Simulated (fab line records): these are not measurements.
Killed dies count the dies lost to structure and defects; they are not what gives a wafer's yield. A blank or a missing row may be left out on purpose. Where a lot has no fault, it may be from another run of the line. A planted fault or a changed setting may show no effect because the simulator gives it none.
Which tool was responsible? / flow sky130 / 39 wafers from 13 lots sampled at 5 of the route's 708 steps

== WHAT EACH GAUGE READ, for each wafer ==
SKY_GATE_OXIDE_OVL_MEAS_10.
lot=L960; measured=day 14 05:50; on=overlay-01; GATE_OXIDE_OVL (nm)=0.7 2.0 0.5
lot=L962; measured=day 14 23:04; on=overlay-01; GATE_OXIDE_OVL (nm)=0.5 0.7 0.8
lot=L964; measured=day 15 08:31; on=overlay-01; GATE_OXIDE_OVL (nm)=-1.0 -1.0 0.7
lot=L963; measured=day 15 08:49; on=overlay-02; GATE_OXIDE_OVL (nm)=1.6 -0.3 0.9
lot=L965; measured=day 15 22:41; on=overlay-02; GATE_OXIDE_OVL (nm)=0.4 -0.9 -0.3
lot=L966; measured=day 16 09:05; on=overlay-02; GATE_OXIDE_OVL (nm)=1.0 2.1 0.8
lot=L973; measured=day 19 12:04; on=overlay-02; GATE_OXIDE_OVL (nm)=1.3 1.5 0.3
lot=L974; measured=day 19 21:59; on=overlay-02; GATE_OXIDE_OVL (nm)=-0.2 1.2 -2.8
lot=L976; measured=day 20 06:59; on=overlay-01; GATE_OXIDE_OVL (nm)=-0.7 0.3 -1.0
lot=L978; measured=day 20 19:31; on=overlay-02; GATE_OXIDE_OVL (nm)=-0.2 3.7 2.1
lot=L979; measured=day 21 11:55; on=overlay-02; GATE_OXIDE_OVL (nm)=1.8 0.1 0.3
lot=L980; measured=day 21 13:40; on=overlay-01; GATE_OXIDE_OVL (nm)=0.0 2.2 0.8
lot=L982; measured=day 21 22:28; on=overlay-02; GATE_OXIDE_OVL (nm)=0.1 -0.1 -0.9

SKY_LDD_LDN_OVL_MEAS_07.
lot=L960; measured=day 23 03:32; on=overlay-02; LDD_LDN_OVL (nm)=1.1 0.1 1.7
lot=L962; measured=day 24 07:43; on=overlay-01; LDD_LDN_OVL (nm)=1.0 0.1 0.4
lot=L964; measured=day 24 08:40; on=overlay-02; LDD_LDN_OVL (nm)=0.0 0.3 -2.3
lot=L963; measured=day 24 15:34; on=overlay-01; LDD_LDN_OVL (nm)=0.0 0.5 1.0
lot=L965; measured=day 25 05:10; on=overlay-01; LDD_LDN_OVL (nm)=0.6 0.3 0.3
lot=L966; measured=day 25 14:37; on=overlay-01; LDD_LDN_OVL (nm)=-0.7 1.0 0.5
lot=L973; measured=day 28 11:32; on=overlay-02; LDD_LDN_OVL (nm)=0.0 2.0 2.2
lot=L974; measured=day 28 23:23; on=overlay-02; LDD_LDN_OVL (nm)=-0.6 -0.7 -0.7
lot=L976; measured=day 29 08:45; on=overlay-02; LDD_LDN_OVL (nm)=-0.7 0.7 2.2
lot=L978; measured=day 30 09:54; on=overlay-02; LDD_LDN_OVL (nm)=-0.3 -1.1 0.8
lot=L979; measured=day 30 10:46; on=overlay-01; LDD_LDN_OVL (nm)=2.6 2.6 2.9
lot=L980; measured=day 30 11:03; on=overlay-02; LDD_LDN_OVL (nm)=-0.1 -1.0 0.1
lot=L982; measured=day 30 11:47; on=overlay-01; LDD_LDN_OVL (nm)=-1.0 -0.5 -1.7

SKY_LDD_LDN_TW_MEAS_13.
lot=L960; measured=day 23 04:17; on=film metro-04; LDD_LDN_TW=1501 1498 1503
lot=L962; measured=day 24 08:28; on=film metro-02; LDD_LDN_TW=1447 1454 1451
lot=L964; measured=day 24 09:25; on=film metro-01; LDD_LDN_TW=1460 1468 1469
lot=L963; measured=day 24 16:19; on=film metro-02; LDD_LDN_TW=1449 1451 1457
lot=L965; measured=day 25 05:54; on=film metro-01; LDD_LDN_TW=1410 1405 1405
lot=L966; measured=day 25 15:21; on=film metro-02; LDD_LDN_TW=1366 1370 1366 1365 1374 1363
lot=L973; measured=day 28 12:16; on=film metro-04; LDD_LDN_TW=1510 1493 1505
lot=L974; measured=day 29 00:08; on=film metro-02; LDD_LDN_TW=1453 1451 1459
lot=L976; measured=day 29 09:30; on=film metro-02; LDD_LDN_TW=1449 1457 1462
lot=L978; measured=day 30 10:47; on=film metro-04; LDD_LDN_TW=1493 1495 1493
lot=L979; measured=day 30 12:44; on=film metro-01; LDD_LDN_TW=1474 1468 1473
lot=L980; measured=day 30 13:23; on=film metro-04; LDD_LDN_TW=1500 1489 1486
lot=L982; measured=day 30 14:04; on=film metro-04; LDD_LDN_TW=1491 1494 1490

SKY_POLY_CUT_CD_MEAS_08: target cd 270 nm.
lot=L960; measured=day 24 13:10; on=cd sem-01; cd nm (nm)=271.1 271.0 271.4
lot=L962; measured=day 25 15:01; on=cd sem-02; cd nm (nm)=272.9 272.7 271.6
lot=L964; measured=day 25 16:57; on=cd sem-02; cd nm (nm)=267.3 267.6 268.3
lot=L963; measured=day 25 23:23; on=cd sem-02; cd nm (nm)=271.3 271.3 271.5
lot=L965; measured=day 26 12:23; on=cd sem-02; cd nm (nm)=270.9 270.7 270.0
lot=L966; measured=day 26 21:25; on=cd sem-01; cd nm (nm)=269.4 269.1 269.9
lot=L973; measured=day 29 17:35; on=cd sem-01; cd nm (nm)=269.5 269.0 269.6
lot=L974; measured=day 30 05:40; on=cd sem-01; cd nm (nm)=272.1 270.4 272.2
lot=L976; measured=day 30 11:23; on=cd sem-02; cd nm (nm)=268.2 268.9 268.8
lot=L978; measured=day 31 11:09; on=cd sem-02; cd nm (nm)=272.5 271.9 270.9
lot=L979; measured=day 31 16:08; on=cd sem-01; cd nm (nm)=270.1 270.3 271.8
lot=L980; measured=day 31 16:14; on=cd sem-02; cd nm (nm)=270.8 271.0 271.4
lot=L982; measured=day 31 21:08; on=cd sem-02; cd nm (nm)=270.8 268.8 268.2

== EACH LOT AND THE TOOL THAT RAN IT (in order: tool; ch and the chambers of the sampled wafers; start) ==
lot=L960; SKY_LDD_LDN_IMPLANT_08=implanter-01 ch 0, day 23 03:37
lot=L962; SKY_LDD_LDN_IMPLANT_08=implanter-04 ch 0, day 24 07:46
lot=L964; SKY_LDD_LDN_IMPLANT_08=implanter-04 ch 0, day 24 08:44
lot=L963; SKY_LDD_LDN_IMPLANT_08=implanter-04 ch 0, day 24 15:38
lot=L965; SKY_LDD_LDN_IMPLANT_08=implanter-04 ch 0, day 25 05:12
lot=L966; SKY_LDD_LDN_IMPLANT_08=implanter-04 ch 0, day 25 14:39
lot=L973; SKY_LDD_LDN_IMPLANT_08=implanter-02 ch 0, day 28 11:35
lot=L974; SKY_LDD_LDN_IMPLANT_08=implanter-01 ch 0, day 28 23:28
lot=L976; SKY_LDD_LDN_IMPLANT_08=implanter-02 ch 0, day 29 08:50
lot=L978; SKY_LDD_LDN_IMPLANT_08=implanter-04 ch 0, day 30 09:56
lot=L979; SKY_LDD_LDN_IMPLANT_08=implanter-01 ch 0, day 30 12:02
lot=L980; SKY_LDD_LDN_IMPLANT_08=implanter-01 ch 0, day 30 12:38
lot=L982; SKY_LDD_LDN_IMPLANT_08=implanter-02 ch 0, day 30 13:20
- SKY_LDD_LDN_IMPLANT_08

== AS READ BY THE TOOLS THEMSELVES (means over the sampled wafers that have a number; for cases with no such wafer, the mark the record gives instead) ==
SKY_LDD_LDN_IMPLANT_08.
lot=L960; tool=implanter-01; dose ions cm2=1.2502e+13; faraday current uA=69.8
lot=L962; tool=implanter-04; dose ions cm2=1.2491e+13; faraday current uA=69.7
lot=L964; tool=implanter-04; dose ions cm2=1.2495e+13; faraday current uA=71.9
lot=L963; tool=implanter-04; dose ions cm2=1.2498e+13; faraday current uA=69.7
lot=L965; tool=implanter-04; dose ions cm2=4.3943e+12; faraday current uA=25.3
lot=L966; tool=implanter-04; dose ions cm2=4.3830e+12; faraday current uA=24.8
lot=L973; tool=implanter-02; dose ions cm2=1.2485e+13; faraday current uA=71.2
lot=L974; tool=implanter-01; dose ions cm2=1.2498e+13; faraday current uA=70.1
lot=L976; tool=implanter-02; dose ions cm2=1.2496e+13; faraday current uA=70.5
lot=L978; tool=implanter-04; dose ions cm2=1.2491e+13; faraday current uA=70.9
lot=L979; tool=implanter-01; dose ions cm2=1.2493e+13; faraday current uA=71.8
lot=L980; tool=implanter-01; dose ions cm2=1.2501e+13; faraday current uA=70.1
lot=L982; tool=implanter-02; dose ions cm2=1.2492e+13; faraday current uA=70.4

== THE ANSWER, worked out from the rows above alone ==
Rule: the lots themselves supply what counts as usual. Put in order of their means at a reading, lots are off if they are a third of the lots or fewer, leave a main group of 4 or more, and stand apart from it by a gap of 3 or more times the standard deviation of the main group's means; of several such gaps the widest counts. If all means in a main group match to the digits the tables above print for the reading, that group is not used. Also off: a lot with no number at a reading for which 4 or more lots have one. Where the step has rows for the other lots, those lots are counted as sound. Order of review: gauges by route order, followed by the tools' own readings, for which a lot's mean as printed above is used. The first step at which some lot is off is used, and at that step the reading that is off furthest; a lot without a number counts as furthest.
Off: L965, L966, at SKY_LDD_LDN_IMPLANT_08 (dose ions cm2). Main group: mean 1.2495e+13, sd 4.7e+09.
A tool fits if, at that step or a process step before it, it ran every lot that is off, and no sound lot after the first of them. No candidate that was tried fits.

== WHAT THE SIMULATOR HAD INSERTED ==
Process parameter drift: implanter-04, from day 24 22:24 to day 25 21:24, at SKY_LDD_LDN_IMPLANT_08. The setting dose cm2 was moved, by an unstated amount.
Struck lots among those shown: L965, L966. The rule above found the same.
